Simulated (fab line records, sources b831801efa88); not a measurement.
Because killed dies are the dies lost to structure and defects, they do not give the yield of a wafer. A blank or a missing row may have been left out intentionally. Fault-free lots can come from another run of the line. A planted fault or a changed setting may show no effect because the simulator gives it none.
Which tool is to blame? + flow sfq line + 20 wafers from 7 lots sampled at 2 of the route's 325 steps

WHAT EACH GAUGE READ, for each wafer
SFQ_R5_RS_MEAS_933: measurement is done with a four-point probe.
| lot  | measured     | on            | R5_MONX_RS (ohm/sq) |
|------|--------------|---------------|---------------------|
| L955 | day 48 02:53 | film metro-03 | 6.95 6.97 6.92      |
| L957 | day 48 23:53 | film metro-03 | 6.91 7.01 6.98      |
| L959 | day 49 10:19 | film metro-03 | 6.98 6.83 6.98      |
| L962 | day 49 22:17 | film metro-01 | 6.94 7.02 7.06      |
| L965 | day 51 08:55 | film metro-03 | 6.95 7.06 10.68     |
| L969 | day 52 02:56 | film metro-01 | 10.81 7.11          |
| L973 | day 52 20:56 | film metro-03 | 7.01 6.99 7.13      |

EACH LOT AND THE TOOL THAT RAN IT (in order: tool; ch and the chambers of the sampled wafers; start)
| lot  | SFQ_TRILAYER_R5_DEP_SPUTTER_133 |
|------|---------------------------------|
| L955 | pvd sputter-04, day 48 02:49    |
| L957 | pvd sputter-06, day 48 23:49    |
| L959 | pvd sputter-04, day 49 10:13    |
| L962 | pvd sputter-05, day 49 22:13    |
| L965 | pvd sputter-05, day 51 08:49    |
| L969 | pvd sputter-05, day 52 02:49    |
| L973 | pvd sputter-04, day 52 20:49    |
- SFQ_TRILAYER_R5_DEP_SPUTTER_133: material MoNx, target thk 40 nm, time 66.7 s.

THE ANSWER, worked out from the rows above alone
Rule: what is usual is taken from the lots themselves. Put in order of their means at a reading, lots are off if they are a third of the lots or fewer, leave a main group of 4 or more, and stand apart from it by a gap of 3 or more times the standard deviation of the main group's means; of several such gaps the widest counts. A main group is skipped when, at the precision printed for the reading in the tables above, its means are all equal. A lot without any number at a reading at which 4 lots or more have one is off too. All remaining lots with rows at the step are treated as sound.
Off: L965, L969, at SFQ_R5_RS_MEAS_933 (R5_MONX_RS). For the main group the mean is 6.98 ohm/sq and the standard deviation 0.041.
If a tool, at a process step before that reading, ran all the lots that are off and no sound lot after the first of them, it fits. The gauges at SFQ_R5_RS_MEAS_933 are tried like those tools. One candidate fits, namely pvd sputter-05 at SFQ_TRILAYER_R5_DEP_SPUTTER_133. A fault onset in the window from L962 (day 49 22:13, its last sound lot) to L965 (day 51 08:49, its first lot off) fits.

WHAT THE SIMULATOR PUT IN
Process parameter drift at SFQ_TRILAYER_R5_DEP_SPUTTER_133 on pvd sputter-05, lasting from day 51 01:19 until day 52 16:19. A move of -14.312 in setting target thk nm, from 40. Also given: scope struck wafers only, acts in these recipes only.
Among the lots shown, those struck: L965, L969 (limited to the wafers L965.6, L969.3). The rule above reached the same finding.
